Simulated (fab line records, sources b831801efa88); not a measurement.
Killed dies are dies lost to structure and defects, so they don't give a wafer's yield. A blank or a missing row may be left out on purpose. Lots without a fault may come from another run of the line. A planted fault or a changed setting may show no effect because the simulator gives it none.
Split-lot experiment | flow sfq_line | 5 lots, 23 wafers read, on a route of 325 steps

THE SPLIT
At SFQ_TRILAYER_I2_VIA_LITHO_COAT_072 (resist thk 62 nm), the setting resist_thk_nm was moved away from the recipe's 62 nm on 8 of the 23 wafers read, by -6.0% to +3.3%. The other wafers ran this setting at the recipe's value.

FROM THE SPLIT TO THE READING: what the file shows between them, 3 steps
- SFQ_TRILAYER_I2_VIA_LITHO_EXPOSE_068: exposes mask I2, target cd 500 nm (also split here: dose_mj)
- SFQ_TRILAYER_I2_VIA_LITHO_PEB_070: peb time 60 s
- SFQ_TRILAYER_I2_VIA_LITHO_DEVELOP_069: time 60 s

THE READING
oes_product_au, in a.u., at SFQ_TRILAYER_I2_VIA_BARC_OPEN_VIA_ETCH_096 (etches BARC in O2, target depth 125 nm, time 41.7 s). Fault-free wafers of this fab line usually give 0.685 a.u., standard deviation 0.0052 a.u..

wafer  | tool, chamber at the split | resist_thk_nm as run, nm | against the recipe | oes_product_au, a.u. | against lot-mates on the recipe
L074.1 | litho_track-01, 0          | 62                       | recipe             | 0.688                | -
L074.2 | litho_track-01, 0          | 58.29                    | -6.0%              | 0.669                | -0.022
L074.3 | litho_track-01, 0          | 62                       | recipe             | 0.695                | -
L074.4 | litho_track-01, 0          | 58.29                    | -6.0%              | 0.666                | -0.025
L074.5 | litho_track-01, 0          | 58.29                    | -6.0%              | 0.669                | -0.022
L075.1 | litho_track-04, 0          | 62                       | recipe             | 0.687                | -
L075.2 | litho_track-04, 0          | 64.05                    | +3.3%              | 0.694                | +0.009
L075.3 | litho_track-04, 0          | 64.05                    | +3.3%              | 0.697                | +0.012
L075.4 | litho_track-04, 0          | 62                       | recipe             | 0.682                | -
L075.6 | litho_track-04, 0          | 64.05                    | +3.3%              | 0.694                | +0.009
L076.3 | litho_track-04, 0          | 62                       | recipe             | 0.688                | -
L076.4 | litho_track-04, 0          | 62                       | recipe             | 0.692                | -
L076.6 | litho_track-04, 0          | 62                       | recipe             | 0.685                | -
L081.1 | litho_track-04, 0          | 62                       | recipe             | 0.682                | -
L081.2 | litho_track-04, 0          | 62                       | recipe             | 0.679                | -
L081.3 | litho_track-04, 0          | 62                       | recipe             | 0.672                | -
L081.4 | litho_track-04, 0          | 62                       | recipe             | 0.673                | -
L081.6 | litho_track-04, 0          | 62                       | recipe             | 0.689                | -
L084.1 | litho_track-02, 0          | 62                       | recipe             | 0.689                | -
L084.2 | litho_track-02, 0          | 59.72                    | -3.7%              | 0.675                | -0.013
L084.3 | litho_track-02, 0          | 62                       | recipe             | 0.684                | -
L084.4 | litho_track-02, 0          | 59.72                    | -3.7%              | 0.674                | -0.014
L084.5 | litho_track-02, 0          | 62                       | recipe             | 0.691                | -

THE FIT
A straight line over all 23 wafers: oes_product_au changes by +0.00289 a.u. for each +1% of resist_thk_nm; r = +0.82; the points scatter about the line by 0.0054 a.u..
The same after taking each lot's own level away (the mean of its wafers on the recipe; 23 wafers): +0.0037 a.u. for each +1%; r = +0.94; scatter 0.0038 a.u..
On that fit, the largest move of resist_thk_nm shifts the reading by 0.022 a.u..
The lots' own levels span 0.6790 to 0.6915 a.u., that is 2.4 times the standard deviation above.
So the lot-to-lot level changes the slope: the two fits differ.
Check: with one of the wafers moved furthest among these (-6.0%) left out of the fit, the line predicts -0.0226 a.u. for it against its lot-mates. It came out at -0.0225 a.u. against them.

OTHER SPLITS ON THESE WAFERS
These wafers also went through other splits before the reading. Each is held against what the fit with the lots' levels taken away leaves over:
other split on the same wafers               | wafers away from the commonest value | r with oes_product_au (lot level and that fit taken away)
SFQ_TRILAYER_M2_LITHO_PEB_060 peb_time_s     | 8                                    | -0.23
SFQ_TRILAYER_I2_VIA_LITHO_EXPOSE_068 dose_mj | 5                                    | +0.04

THE WHOLE CHAIN: every reading that the file lists as answering this split, in the file's order
step                                       | what it does                                        | reading                                                                                        | change (the file's fit)                   | r (the file's)
SFQ_TRILAYER_I2_VIA_LITHO_COAT_072         | resist thk 62 nm                                    | BARC_of_TRILAYER_I2_VIA_LITHO_COAT_072.thk_nm (the simulator's own value, which no gauge read) | +0.608 nm for each +1% of the setting     | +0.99
SFQ_TRILAYER_I2_VIA_BARC_OPEN_VIA_ETCH_096 | etches BARC in O2, target depth 125 nm, time 41.7 s | oes_product_au                                                                                 | +0.00371 a.u. for each +1% of the setting | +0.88
SFQ_TRILAYER_I2_VIA_BARC_OPEN_VIA_ETCH_096 | etches BARC in O2, target depth 125 nm, time 41.7 s | etch.depth_nm (the simulator's own value, which no gauge read)                                 | +0.62 nm for each +1% of the setting      | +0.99

THE FILE'S OWN FIT
oes_product_au changes by +0.00371 a.u. for each +1% of resist_thk_nm, r = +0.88.
